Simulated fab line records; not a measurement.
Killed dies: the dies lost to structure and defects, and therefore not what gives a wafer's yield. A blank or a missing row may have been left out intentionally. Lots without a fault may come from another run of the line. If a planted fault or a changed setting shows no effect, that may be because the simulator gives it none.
fab line records ; flow sky130
record: lots: 7; wafers: 21; last-day: 50
route steps=708 shown VIA2@511 PAD_OPEN@708
lots with no fault: from the same line, run without faults
start-h: the number of hours between the record's first day and the start of the first shown wafer of the lot ; wait-h: hours since the lot's step before ; " unchanged from the row above ; L1.1+2: a single row standing in for several wafers ; - either no value or no given start ; * or withheld: withheld ; < > ~ a bound
route shown NAME@n: a module of which the file shows steps, and the number in the route of the first ; usual: the fault-free wafers' mean and standard deviation ; same: alike in all rows ; chamber/n: place in a boat ; sites: readings site by site ; _std_site: standard deviation across them ; _edge_site: mean of outer sites minus mean of inner sites ; radius-mm: for every site, how far away it sits from the centre of the wafer ; mask NAME#n: copy n ; behind: tool/chamber where the wafer was last shaped ; hold: cause of the lot's hold/its duration in hours/its outcome ; device: whichever transistor did not switch (one of n, p or np) ; end of line: tests run on the same wafers once the route is complete ; a step without rows: its recipe alone ; killed: count of dies lost to structure and defects at first sort (not the wafer's yield) ; map: dies across one wafer; x = killed, . = not, _ = none there
set.NAME: the setting the step ran with; set.NAME@STEP: the setting that earlier step ran with ; model.NAME: the simulator's own value behind a step, which no gauge read
lots at selected steps of the route; one table per step, one row per wafer
services: the hour from which a tool's chamber was out of use, counted from the record's first day as start-h (under 0 if before that day), plus the number of hours and why
== steps ==
step: SKY_VIA2_DEHYDRATE_04
recipe: temp-c: 200; time-s: 60
step: SKY_VIA2_HMDS_05
recipe: prime-time-s: 60; prime-temp-c: 120
step: SKY_VIA2_COAT_06
recipe: resist: BARC; temp-c: withheld; time-s: withheld; spin-rpm: 3000; resist-thk-nm: 60
step: SKY_VIA2_COAT_07
recipe: resist: KrF-thick; spin-rpm: 3000; resist-thk-nm: 450
step: SKY_VIA2_SOFTBAKE_08
recipe: temp-c: 100; time-s: 90; resist: KrF-thick
step: SKY_VIA2_EXPOSE_09
recipe: mask-id: VIM2; na: 0.8; source-shape: annular; sigma-inner: 0.55; sigma-outer: 0.85; target-cd-nm: 200; dose-mj: 38
step: SKY_VIA2_PEB_10
recipe: peb-temp-c: withheld; peb-time-s: withheld; resist: KrF-thick
step: SKY_VIA2_DEVELOP_11
recipe: develop-time-s: 60; resist: KrF-thick; dev-temp-c: 21.72
step: SKY_VIA2_CD_MEAS_12
recipe: target-cd-nm: 200
usual: cd-nm: 200.2/1.4
lot.wafer;tool;chamber;start-h;wait-h;cd-nm
L770.3;cd-sem-01;-;883.56;-;199.6
L770.5;cd-sem-01;-;883.56;-;198.5
L770.6;cd-sem-01;-;883.56;-;199.6
L776.2;cd-sem-01;-;927.59;-;199.1
L776.3;cd-sem-01;-;927.59;-;199.8
L776.5;cd-sem-01;-;927.59;-;199.7
L780.2;cd-sem-01;-;957.14;-;201.4
L780.5;cd-sem-01;-;957.14;-;200.4
L780.6;cd-sem-01;-;957.14;-;200.3
L781.1;cd-sem-01;-;968.12;-;203.2
L781.5;cd-sem-01;-;968.12;-;201.6
L781.6;cd-sem-01;-;968.12;-;201.6
L782.1;cd-sem-02;-;971.57;-;201.8
L782.2;cd-sem-02;-;971.57;-;200.9
L782.4;cd-sem-02;-;971.57;-;201.4
L783.1;cd-sem-01;-;976.96;-;199.9
L783.3;cd-sem-01;-;976.96;-;199.8
L783.6;cd-sem-01;-;976.96;-;200.6
L787.4;cd-sem-01;-;997.33;-;200.0
L787.5;cd-sem-01;-;997.33;-;201.4
L787.6;cd-sem-01;-;997.33;-;200.4
step: SKY_VIA2_OVL_MEAS_13
usual: VIA2_OVL: -7/5.6
lot.wafer;tool;chamber;start-h;wait-h;VIA2_OVL[nm]
L770.3;overlay-01;-;883.65;0.1;-6
L770.5;overlay-01;-;883.65;0.1;-7
L770.6;overlay-01;-;883.65;0.1;-5
L776.2;overlay-02;-;927.69;0.1;-11
L776.3;overlay-02;-;927.69;0.1;-4
L776.5;overlay-02;-;927.69;0.1;-2
L780.2;overlay-02;-;957.25;0.1;-16
L780.5;overlay-02;-;957.25;0.1;-2
L780.6;overlay-02;-;957.25;0.1;-9
L781.1;overlay-02;-;968.24;0.1;-10
L781.5;overlay-02;-;968.24;0.1;-15
L781.6;overlay-02;-;968.24;0.1;-11
L782.1;overlay-02;-;971.69;0.1;-9
L782.2;overlay-02;-;971.69;0.1;0
L782.4;overlay-02;-;971.69;0.1;-2
L783.1;overlay-02;-;977.08;0.1;-12
L783.3;overlay-02;-;977.08;0.1;-13
L783.6;overlay-02;-;977.08;0.1;-5
L787.4;overlay-01;-;997.41;0.1;-17
L787.5;overlay-01;-;997.41;0.1;-8
L787.6;overlay-01;-;997.41;0.1;-8
step: SKY_VIA2_ETCH_14
recipe: chemistry: N2/H2; target: BARC; ion-energy-ev: 200; source-w: 500; bias-w: 100; pressure-mtorr: 30; n2-flow-sccm: 100; h2-flow-sccm: 200; stop-on: SiO2; time-s: 45.9; target-depth-a: 600
usual: drypump-motor-current-A: 5.8/0.39; oes-product-au: 0.854/0.0049; throttle-valve-pct: 13.224/0.0097
same: time-s: 45.9
lot.wafer;tool;chamber;start-h;wait-h;drypump-motor-current-A;oes-product-au;rf-hours-counter-h;throttle-valve-pct
L770.3;rie-diel-04;0;883.68;0.0;5.9;0.851;21;13.222
L770.5;rie-diel-04;3;883.68;0.0;6.2;0.857;-;13.214
L770.6;rie-diel-04;0;883.68;0.0;5.9;0.847;-;13.212
L776.2;rie-diel-04;1;927.72;0.0;5.6;0.855;11;13.231
L776.3;rie-diel-04;0;927.72;0.0;5.9;0.854;22;13.213
L776.5;rie-diel-04;1;927.72;0.0;5.6;0.857;-;13.227
L780.2;rie-diel-02;3;957.28;0.0;5.4;0.859;16;13.216
L780.5;rie-diel-02;3;957.28;0.0;5.5;0.851;-;13.222
L780.6;rie-diel-02;0;957.28;0.0;5.1;0.854;-;13.215
L781.1;rie-diel-04;2;968.28;0.0;6.0;0.859;28;13.222
L781.5;rie-diel-04;3;968.28;0.0;6.2;0.845;-;13.218
L781.6;rie-diel-04;2;968.28;0.0;6.0;0.848;-;13.224
L782.1;rie-diel-02;0;971.73;0.0;5.1;0.859;16;13.217
L782.2;rie-diel-02;3;971.73;0.0;5.5;0.857;16;13.224
L782.4;rie-diel-02;1;971.73;0.0;6.3;0.853;20;13.245
L783.1;rie-diel-03;1;977.11;0.0;6.0;0.853;18;13.230
L783.3;rie-diel-03;3;977.11;0.0;5.9;0.856;18;13.222
L783.6;rie-diel-03;3;977.11;0.0;5.9;0.852;-;13.214
L787.4;rie-diel-03;1;997.42;0.0;6.0;0.852;19;13.228
L787.5;rie-diel-03;2;997.42;0.0;5.5;0.849;-;13.225
L787.6;rie-diel-03;1;997.42;0.0;6.0;0.854;-;13.227
step: SKY_VIA2_ETCH_15
recipe: target: SiO2; chemistry: C4F8/O2/Ar; target-depth-nm: 546; stop-on: TiN; mask-material: KrF-thick; source-w: 1500; bias-w: 1200; pressure-mtorr: 40; c4f8-flow-sccm: withheld; O2_flow_sccm: 6; Ar_flow_sccm: 300; time-s: 84
usual: oes-product-au: 0.940/0.0043
same: time-s: 84
lot.wafer;tool;chamber;start-h;wait-h;oes-product-au;rf-hours-counter-h
L770.3;rie-diel-04;0;883.72;0.0;0.944;21
L770.5;rie-diel-04;3;883.72;0.0;0.935;-
L770.6;rie-diel-04;0;883.72;0.0;0.942;-
L776.2;rie-diel-04;1;927.77;0.0;0.940;11
L776.3;rie-diel-04;0;927.77;0.0;0.939;22
L776.5;rie-diel-04;1;927.77;0.0;0.947;-
L780.2;rie-diel-02;3;957.32;0.0;0.937;16
L780.5;rie-diel-02;3;957.32;0.0;0.937;-
L780.6;rie-diel-02;0;957.32;0.0;0.940;-
L781.1;rie-diel-04;2;968.32;0.0;0.943;28
L781.5;rie-diel-04;3;968.32;0.0;0.936;-
L781.6;rie-diel-04;2;968.32;0.0;0.939;-
L782.1;rie-diel-02;0;971.77;0.0;0.950;16
L782.2;rie-diel-02;3;971.77;0.0;0.953;16
L782.4;rie-diel-02;1;971.77;0.0;0.943;20
L783.1;rie-diel-03;1;977.15;0.0;0.936;18
L783.3;rie-diel-03;3;977.15;0.0;0.940;18
L783.6;rie-diel-03;3;977.15;0.0;0.944;-
L787.4;rie-diel-03;1;997.47;0.0;0.937;19
L787.5;rie-diel-03;2;997.47;0.0;0.941;-
L787.6;rie-diel-03;1;997.47;0.0;0.936;-
step: SKY_VIA2_STRIP_16
recipe: chemistry: O2/N2; power-w: 1400; pressure-mtorr: 1500; platen-temp-c: withheld; o2-flow-sccm: 3000; n2-flow-sccm: 300; overash-fraction: 0.5
usual: chamber-pressure-mTorr: 1500.1/1.4; drypump-motor-current-A: 5.5/0.48; oes-product-au: 0.399/0.0043; strip-time-to-endpoint-s: 4.042/0.026
lot.wafer;tool;chamber;start-h;wait-h;chamber-pressure-mTorr;drypump-motor-current-A;oes-product-au;rf-hours-counter-h;strip-time-to-endpoint-s;model.KrF-thick_of_VIA2_COAT_07.thk-nm
L770.3;plasma-asher-03;0;883.82;0.1;1500.1;5.6;0.396;-;4.051;0
L770.5;plasma-asher-03;0;883.82;0.1;1499.2;5.6;0.394;-;4.078;0
L770.6;plasma-asher-03;1;883.82;0.1;1499.3;5.1;0.398;-;4.052;0
L776.2;plasma-asher-03;1;927.83;0.0;1500.6;5.1;0.400;49;4.089;0
L776.3;plasma-asher-03;0;927.83;0.0;1498.0;5.6;0.393;-;4.045;0
L776.5;plasma-asher-03;1;927.83;0.0;1500.1;5.1;0.399;-;4.066;0
L780.2;plasma-asher-04;0;957.38;0.0;-;-;-;-;-;283
L780.5;plasma-asher-04;1;957.38;0.0;-;-;-;-;-;282.6
L780.6;plasma-asher-04;0;957.38;0.0;-;-;-;-;-;279.6
L781.1;plasma-asher-04;1;968.38;0.0;-;-;-;-;-;282.9
L781.5;plasma-asher-04;1;968.38;0.0;-;-;-;-;-;283
L781.6;plasma-asher-04;0;968.38;0.0;-;-;-;-;-;281.6
L782.1;plasma-asher-01;0;971.83;0.0;-;-;-;-;-;279.6
L782.2;plasma-asher-01;1;971.83;0.0;-;-;-;-;-;286.1
L782.4;plasma-asher-01;0;971.83;0.0;-;-;-;-;-;286.7
L783.1;plasma-asher-04;0;977.22;0.0;1502.1;5.0;0.394;113;4.057;0
L783.3;plasma-asher-04;1;977.22;0.0;1502.7;5.6;0.400;-;4.040;0
L783.6;plasma-asher-04;0;977.22;0.0;1499.4;5.0;0.394;-;4.076;0
L787.4;plasma-asher-01;0;997.56;0.1;1500.0;5.3;0.406;-;4.044;0
L787.5;plasma-asher-01;1;997.56;0.1;1499.2;6.5;0.393;-;3.999;0
L787.6;plasma-asher-01;0;997.56;0.1;1498.5;5.3;0.398;-;4.040;0
step: SKY_VIA2_STRIP_17
recipe: chemistry: post-etch-residue-remover; time-s: 1200; temp-c: 72.5
step: SKY_PAD_OPEN_PROBE_99
usual: defect-limited-yield: 82.5/1.9; killed_at_M0_to_M3: 42/7.2; killed_at_M4_up: 3.5/1.8; killed-at-contacts: 25/5.7; killed-at-front-end: 16/4.6; killed-at-other: 0.2/0.41; killed-dies: 86/9.3; killed-on-rim: 17/3.9; killed-open: 47/6.3; killed-short: 39/5.9; sort_bin_3_pad_short: 0.9/0.44; sort_bin_5_function: 10.3/1.5; sort_bin_6_memory: 6.3/1; sort-n-pass: 406/9.3; sort-yield-pct: 82.5/1.9
same: gross-dies: 492; killed-at-back-side: 0; sort_bin_4_leakage[%]: 0; sort_bin_8_speed[%]: 0
lot.wafer;tool;chamber;start-h;wait-h;defect-limited-yield[%];killed_at_M0_to_M3;killed_at_M4_up;killed-at-contacts;killed-at-front-end;killed-at-other;killed-dies;killed-on-rim;killed-open;killed-short;sort_bin_3_pad_short[%];sort_bin_5_function[%];sort_bin_6_memory[%];sort-n-pass;sort-yield-pct[%]
L770.3;prober-01;-;1106.25;0.2;82.7;45;1;27;12;0;85;17;53;32;0.6;8.9;7.7;407;82.7
L770.5;prober-01;-;1106.35;0.2;82.9;42;2;15;25;0;84;12;40;44;1.2;10.0;5.9;408;82.9
L770.6;prober-01;-;1106.40;0.2;82.3;47;3;25;11;1;87;18;47;40;1.4;10.0;6.3;405;82.3
L776.2;prober-01;-;1143.91;0.1;80.9;58;1;22;13;0;94;22;57;37;1.4;10.8;6.9;398;80.9
L776.3;prober-01;-;1143.96;0.2;83.7;43;3;19;15;0;80;22;39;41;0.8;9.1;6.3;412;83.7
L776.5;prober-01;-;1144.06;0.2;78.5;50;6;29;21;0;106;25;55;51;1.2;11.4;8.9;386;78.5
L780.2;prober-01;-;1164.03;0.1;0;451;2;29;10;0;492;96;55;38;1.2;92.3;6.5;0;0
L780.5;prober-01;-;1164.18;0.2;0;451;6;20;15;0;492;96;47;35;1.2;93.5;5.3;0;0
L780.6;prober-01;-;1164.23;0.2;0;455;5;18;14;0;492;96;44;35;0.8;94.7;4.5;0;0
L781.1;prober-02;-;1169.83;0.1;0;447;3;26;16;0;492;96;54;46;0.8;91.7;7.5;0;0
L781.5;prober-02;-;1170.03;0.2;0;443;4;36;9;0;492;96;48;51;1.2;92.7;6.1;0;0
L781.6;prober-02;-;1170.08;0.2;0;438;6;26;22;0;492;96;46;40;1.8;92.7;5.5;0;0
L782.1;prober-01;-;1171.65;0.1;0;442;3;34;13;0;492;96;52;43;0.8;93.3;5.9;0;0
L782.2;prober-01;-;1171.70;0.1;0;447;5;25;15;0;492;96;43;47;0.6;93.3;6.1;0;0
L782.4;prober-01;-;1171.80;0.2;0;444;5;30;13;0;492;96;49;37;0.8;93.5;5.7;0;0
L783.1;prober-02;-;1176.93;0.1;86.4;32;5;21;8;1;67;12;34;33;0.2;8.3;5.1;425;86.4
L783.3;prober-02;-;1177.03;0.2;84.1;40;3;20;15;0;78;18;44;34;0.6;8.1;7.1;414;84.1
L783.6;prober-02;-;1177.18;0.2;81.9;46;6;22;15;0;89;20;45;44;1.2;10.4;6.5;403;81.9
killed by level:class
L770.3 CONTACT:geometric-particle:open=12 VIA1:geometric-particle:open=12 LI_CONTACT:geometric-particle:open=8 METAL1:geometric-particle:short=6 VIA2:geometric-particle:open=6 VIA1:geometric-particle:short=5 METAL2:geometric-particle:short=4 VIA3:geometric-particle:open=4
L770.5 VIA1:geometric-particle:open=13 FIELD_ISO:geometric-particle:short=8 VIA1:geometric-particle:short=8 POLY_GATE:geometric-particle:short=5 LOCAL_INTERCONNECT:geometric-particle:open=5 CONTACT:geometric-particle:open=5 METAL1:geometric-particle:short=5 POLY_GATE:geometric-particle:open=4
L770.6 VIA1:geometric-particle:open=11 CONTACT:geometric-particle:open=9 CONTACT:geometric-particle:short=6 METAL1:geometric-particle:short=6 VIA3:geometric-particle:open=6 METAL3:geometric-particle:short=5 METAL2:geometric-particle:short=5 VIA2:geometric-particle:open=5
L776.2 VIA1:geometric-particle:open=14 CONTACT:geometric-particle:open=11 VIA2:geometric-particle:open=8 METAL3:geometric-particle:short=7 METAL1:geometric-particle:short=7 LI_CONTACT:geometric-particle:open=6 VIA1:geometric-particle:short=6 METAL2:geometric-particle:open=6
L776.3 POLY_GATE:geometric-particle:short=8 CONTACT:geometric-particle:open=8 METAL1:geometric-particle:short=6 VIA2:geometric-particle:open=6 VIA1:geometric-particle:open=6 METAL2:geometric-particle:short=6 LI_CONTACT:geometric-particle:open=5 VIA3:geometric-particle:open=5
L776.5 VIA1:geometric-particle:open=13 CONTACT:geometric-particle:open=11 VIA1:geometric-particle:short=10 POLY_GATE:geometric-particle:short=6 LI_CONTACT:geometric-particle:open=6 METAL1:geometric-particle:short=6 VIA3:geometric-particle:open=6 FIELD_ISO:geometric-particle:short=5
L780.2 VIA2:area-sputter=399 LI_CONTACT:geometric-particle:open=13 VIA1:geometric-particle:open=10 VIA3:geometric-particle:open=10 VIA2:geometric-particle:open=8 CONTACT:geometric-particle:open=7 METAL2:geometric-particle:short=6 LOCAL_INTERCONNECT:geometric-particle:short=5
L780.5 VIA2:area-sputter=410 VIA1:geometric-particle:open=13 CONTACT:geometric-particle:open=8 VIA3:geometric-particle:open=7 LOCAL_INTERCONNECT:geometric-particle:short=6 POLY_GATE:geometric-particle:short=4 CONTACT:geometric-particle:short=4 METAL2:geometric-particle:short=4
L780.6 VIA2:area-sputter=413 VIA1:geometric-particle:open=9 VIA2:geometric-particle:open=8 CONTACT:geometric-particle:open=7 METAL2:geometric-particle:short=7 POLY_GATE:geometric-particle:short=5 POLY_GATE:geometric-particle:open=4 VIA3:geometric-particle:open=4
L781.1 VIA2:area-sputter=392 VIA2:geometric-particle:open=12 VIA1:geometric-particle:open=11 LI_CONTACT:geometric-particle:open=9 POLY_GATE:geometric-particle:short=8 CONTACT:geometric-particle:open=8 VIA3:geometric-particle:open=6 METAL2:geometric-particle:short=6
L781.5 VIA2:area-sputter=393 CONTACT:geometric-particle:open=15 VIA1:geometric-particle:open=10 VIA1:geometric-particle:short=8 LI_CONTACT:geometric-particle:open=6 LI_CONTACT:geometric-particle:short=5 LOCAL_INTERCONNECT:geometric-particle:short=5 CONTACT:geometric-particle:short=5
L781.6 VIA2:area-sputter=406 VIA1:geometric-particle:open=7 METAL1:geometric-particle:short=7 LI_CONTACT:geometric-particle:open=7 FIELD_ISO:geometric-particle:open=6 CONTACT:geometric-particle:short=6 VIA3:geometric-particle:open=6 FIELD_ISO:geometric-particle:short=5
L782.1 VIA2:area-sputter=397 CONTACT:geometric-particle:open=14 VIA1:geometric-particle:open=13 LI_CONTACT:geometric-particle:open=7 VIA1:geometric-particle:short=7 VIA2:geometric-particle:open=7 CONTACT:geometric-particle:short=6 METAL2:geometric-particle:short=6
L782.2 VIA2:area-sputter=402 VIA2:geometric-particle:open=8 VIA3:geometric-particle:open=7 VIA1:geometric-particle:open=7 LI_CONTACT:geometric-particle:short=6 LI_CONTACT:geometric-particle:open=6 CONTACT:geometric-particle:open=6 VIA1:geometric-particle:short=6
L782.4 VIA2:area-sputter=406 LI_CONTACT:geometric-particle:open=10 CONTACT:geometric-particle:open=9 VIA3:geometric-particle:open=7 VIA3:geometric-particle:short=7 VIA1:geometric-particle:open=6 VIA2:geometric-particle:open=6 POLY_GATE:geometric-particle:open=5
L783.1 VIA1:geometric-particle:open=10 CONTACT:geometric-particle:short=7 CONTACT:geometric-particle:open=5 METAL4:geometric-particle:short=5 FIELD_ISO:geometric-particle:short=4 LI_CONTACT:geometric-particle:open=4 VIA3:geometric-particle:open=4 VIA2:geometric-particle:open=3
L783.3 CONTACT:geometric-particle:open=9 VIA3:geometric-particle:open=9 METAL1:geometric-particle:short=7 VIA2:geometric-particle:open=6 LI_CONTACT:geometric-particle:open=5 FIELD_ISO:geometric-particle:open=4 VIA2:geometric-particle:short=4 VIA1:geometric-particle:open=4
L783.6 VIA2:geometric-particle:open=10 VIA3:geometric-particle:open=9 METAL2:geometric-particle:short=8 CONTACT:geometric-particle:open=8 FIELD_ISO:geometric-particle:short=6 POLY_GATE:geometric-particle:open=6 METAL4:geometric-particle:short=5 LI_CONTACT:geometric-particle:open=4
map L780.2 (x killed, . not)
__________xxxxxxxxxx_________
________xxxxxxxxxxxxxx_______
______xxxxxxxxxxxxxxxxxx_____
_____xxxxxxxxxxxxxxxxxxxx____
____xxxxxxxxxxxxxxxxxxxxxx___
___xxxxxxxxxxxxxxxxxxxxxxxx__
__xxxxxxxxxxxxxxxxxxxxxxxxxx_
_xxxxxxxxxxxxxxxxxxxxxxxxxxxx
_xxxxxxxxxxxxxxxxxxxxxxxxxxxx
_xxxxxxxxxxxxxxxxxxxxxxxxxxxx
_xxxxxxxxxxxxxxxxxxxxxxxxxxxx
_xxxxxxxxxxxxxxxxxxxxxxxxxxxx
_xxxxxxxxxxxxxxxxxxxxxxxxxxxx
_xxxxxxxxxxxxxxxxxxxxxxxxxxxx
_xxxxxxxxxxxxxxxxxxxxxxxxxxxx
__xxxxxxxxxxxxxxxxxxxxxxxxxx_
___xxxxxxxxxxxxxxxxxxxxxxxx__
____xxxxxxxxxxxxxxxxxxxxxx___
_____xxxxxxxxxxxxxxxxxxxx____
______xxxxxxxxxxxxxxxxxx_____
________xxxxxxxxxxxxxx_______
__________xxxxxxxxxx_________
map L781.1 (x killed, . not)
__________xxxxxxxxxx_________
________xxxxxxxxxxxxxx_______
______xxxxxxxxxxxxxxxxxx_____
_____xxxxxxxxxxxxxxxxxxxx____
____xxxxxxxxxxxxxxxxxxxxxx___
___xxxxxxxxxxxxxxxxxxxxxxxx__
__xxxxxxxxxxxxxxxxxxxxxxxxxx_
_xxxxxxxxxxxxxxxxxxxxxxxxxxxx
_xxxxxxxxxxxxxxxxxxxxxxxxxxxx
_xxxxxxxxxxxxxxxxxxxxxxxxxxxx
_xxxxxxxxxxxxxxxxxxxxxxxxxxxx
_xxxxxxxxxxxxxxxxxxxxxxxxxxxx
_xxxxxxxxxxxxxxxxxxxxxxxxxxxx
_xxxxxxxxxxxxxxxxxxxxxxxxxxxx
_xxxxxxxxxxxxxxxxxxxxxxxxxxxx
__xxxxxxxxxxxxxxxxxxxxxxxxxx_
___xxxxxxxxxxxxxxxxxxxxxxxx__
____xxxxxxxxxxxxxxxxxxxxxx___
_____xxxxxxxxxxxxxxxxxxxx____
______xxxxxxxxxxxxxxxxxx_____
________xxxxxxxxxxxxxx_______
__________xxxxxxxxxx_________
== services ==
tool;chamber;start-h;hours;kind
plasma-asher-04;-;868.37;3.5;repair
plasma-asher-03;-;905.22;14.6;pm
rie-diel-02;-;915.39;0.5;repair
plasma-asher-01;-;927.34;2.8;pm
rie-diel-02;3;939.45;8.9;repair
plasma-asher-01;-;943.35;0.6;repair
== key ==
first-sign: step: SKY_VIA2_STRIP_16; reading: tool-record; direction: missing
effect: step: SKY_PAD_OPEN_PROBE_99; reading: killed_at_M0_to_M3; direction: up; sigmas: 56; usual: 42; struck: 446
model-effect: step: SKY_VIA2_STRIP_16; value: KrF-thick_of_VIA2_COAT_07.thk-nm; without: 0; struck: 282.8
more-kills-born-at: SKY_VIA2_SPUTTER_20@pvd-sputter-02: 3618
met-at SKY_VIA2_STRIP_16
struck-wafers L780.2,L780.5,L780.6,L781.1,L781.5,L781.6,L782.1,L782.2,L782.4
later-rows-left-out L780.2,L780.5,L780.6,L781.1,L781.5,L781.6,L782.1,L782.2,L782.4
fault: kind: skipped-step-whole; tool: plasma-asher-01,plasma-asher-04; chamber: -; onset-h: 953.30; steps: SKY_VIA2_STRIP_16; scope: struck-lots-only
later-rows-left-out: the simulator's readings of these wafers behind a module that went badly wrong aren't trusted and aren't shown, but for the sort
